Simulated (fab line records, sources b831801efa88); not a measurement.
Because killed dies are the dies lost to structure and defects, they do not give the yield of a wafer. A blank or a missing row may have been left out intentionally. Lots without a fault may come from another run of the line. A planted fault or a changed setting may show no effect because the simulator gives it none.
Matching of chambers | flow gf180mcu | rieDiel-02 running GF_PASSIVATION_ETCH_11: 4 sister chambers
The step etches the open film in CF4/O2, stops on TiN, target depth 1800 nm, time 400 s. 14 wafers are shown with their chamber, then 7 later ones without.

WAFERS PAIRED WITH THEIR CHAMBERS
wafer  | chamber | drypumpMotorCurrentA (A) | throttleValvePct (%) | oesProductAu (a.u.)
L150.1 | 3       | 5.2                      | 5.948                | 0.958
L150.3 | 2       | 5.9                      | 5.948                | 0.961
L150.4 | 2       | 5.9                      | 5.956                | 0.965
L154.1 | 2       | 5.9                      | 5.947                | 0.963
L154.4 | 2       | 5.9                      | 5.960                | 0.959
L154.5 | 0       | 5.3                      | 5.961                | 0.964
L159.1 | 1       | 5.7                      | 5.945                | 0.961
L159.5 | 3       | 5.3                      | 5.958                | 0.971
L159.6 | 2       | 5.9                      | 5.966                | 0.959
L161.2 | 0       | 5.3                      | 5.965                | 0.965
L161.4 | 3       | 5.2                      | 5.968                | 0.965
L161.6 | 3       | 5.3                      | 5.956                | 0.978
L169.2 | 2       | 5.8                      | 5.967                | 0.956
L169.4 | 3       | 5.3                      | 5.953                | 0.962

SIGNATURES, as means of the wafers listed above
reading              | chamber 0 | chamber 1 | chamber 2 | chamber 3 | scatter within a chamber
drypumpMotorCurrentA | 5.300     | 5.700     | 5.883     | 5.260     | 0.0451
throttleValvePct     | 5.96300   | 5.94500   | 5.95733   | 5.95660   | 0.00774
oesProductAu         | 0.96450   | 0.96100   | 0.96050   | 0.96680   | 0.00547
Rule: for each reading, subtract the chamber's mean from the wafer's reading, divide by that reading's scatter and square the result; add these up over the readings and take the root, which gives the wafer's distance from the chamber. If the next closest chamber is less than 2 further off than the closest, the wafer can't be placed; otherwise it belongs to the closest. The scatter is the square root of a quotient: the sum, over the shown wafers, of each reading's squared deviation from its chamber's mean, divided by wafers minus chambers.

WAFERS MISSING THEIR CHAMBER
wafer  | drypumpMotorCurrentA (A) | throttleValvePct (%) | oesProductAu (a.u.)
L169.5 | 5.3                      | 5.953                | 0.967
L170.1 | 5.3                      | 5.938                | 0.950
L170.2 | 5.9                      | 5.964                | 0.965
L170.6 | 5.7                      | 5.946                | 0.963
L171.1 | 5.3                      | 5.958                | 0.965
L171.4 | 5.3                      | 5.977                | 0.964
L171.5 | 5.9                      | 5.956                | 0.970

EACH ONE'S CHAMBER
wafer  | from the rows above     | in truth
L169.5 | can't be placed: 3 or 0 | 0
L170.1 | can't be placed: 3 or 0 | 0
L170.2 | 2                       | 2
L170.6 | 1                       | 1
L171.1 | can't be placed: 0 or 3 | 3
L171.4 | can't be placed: 0 or 3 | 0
L171.5 | 2                       | 2
Correctly placed: 3 of 7. Unplaceable from these rows: 4, with the true chamber sitting among the candidates in 4. Wrongly placed: 0.
